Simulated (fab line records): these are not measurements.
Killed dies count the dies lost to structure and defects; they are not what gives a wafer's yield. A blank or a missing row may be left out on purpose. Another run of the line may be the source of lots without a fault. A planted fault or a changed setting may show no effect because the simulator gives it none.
Chamber matching ; flow gf180mcu ; GF_V5_ETCH_16 on rie_diel-01 has 4 sister chambers
The step etches BARC in N2/H2. 16 wafers are shown with their chamber, then 8 later ones without.

## WAFERS WITH THEIR CHAMBER
wafer;chamber;drypump_motor_current_A (A);rf_fwd_power_W (W);throttle_valve_pct (%)
L074.2;0;5.5;489.9;13.210
L074.3;2;5.5;493.6;13.225
L074.5;3;5.9;494.6;13.215
L075.2;0;5.5;490.6;13.231
L075.4;3;5.9;495.5;13.239
L075.5;2;5.5;493.7;13.235
L081.1;0;5.5;489.9;13.229
L081.3;1;5.6;495.3;13.231
L081.5;3;6.0;492.8;13.226
L082.1;3;6.0;495.1;13.244
L082.2;0;5.5;491.8;13.212
L082.6;1;5.6;494.2;13.223
L086.1;0;5.5;492.4;13.215
L086.3;3;6.0;491.1;13.240
L086.4;1;5.6;494.3;13.215
L087.2;1;5.6;497.0;13.228

SIGNATURES (means of the wafers above)
reading;chamber 0;chamber 1;chamber 2;chamber 3;scatter within a chamber
drypump_motor_current_A;5.500;5.600;5.500;5.960;0.0316
rf_fwd_power_W;490.920;495.200;493.650;493.820;1.41
throttle_valve_pct;13.21940;13.22425;13.23000;13.23280;0.00985
Rule: distance of a wafer from a chamber = root of the sum over the readings of ((wafer's reading minus chamber's mean) / reading's scatter) squared. The wafer belongs to the nearest chamber; if the next one is less than 2 further off, it can't be placed. How the scatter is found: for the shown wafers, subtract from each reading the mean of its chamber, square and add these, divide the total by (wafers less chambers), then take the root.

## WAFERS WHOSE CHAMBER IS MISSING
wafer;drypump_motor_current_A (A);rf_fwd_power_W (W);throttle_valve_pct (%)
L087.5;5.6;496.8;13.227
L087.6;5.5;492.5;13.216
L092.2;5.5;490.8;13.231
L092.3;6.0;494.9;13.232
L092.5;5.5;490.1;13.207
L094.2;5.6;496.9;13.225
L094.5;5.6;496.1;13.222
L094.6;5.5;495.3;13.219

## WHICH CHAMBER EACH ONE RAN IN
wafer;from the rows above;in truth
L087.5;1;1
L087.6;can't be placed: 0 or 2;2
L092.2;can't be placed: 0 or 2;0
L092.3;3;3
L092.5;0;0
L094.2;1;1
L094.5;1;1
L094.6;can't be placed: 2 or 0 or 1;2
Correctly placed: 5 of 8. Cannot be placed on the basis of these rows: 3; the candidates contain the true chamber in 3. Wrongly placed: 0.
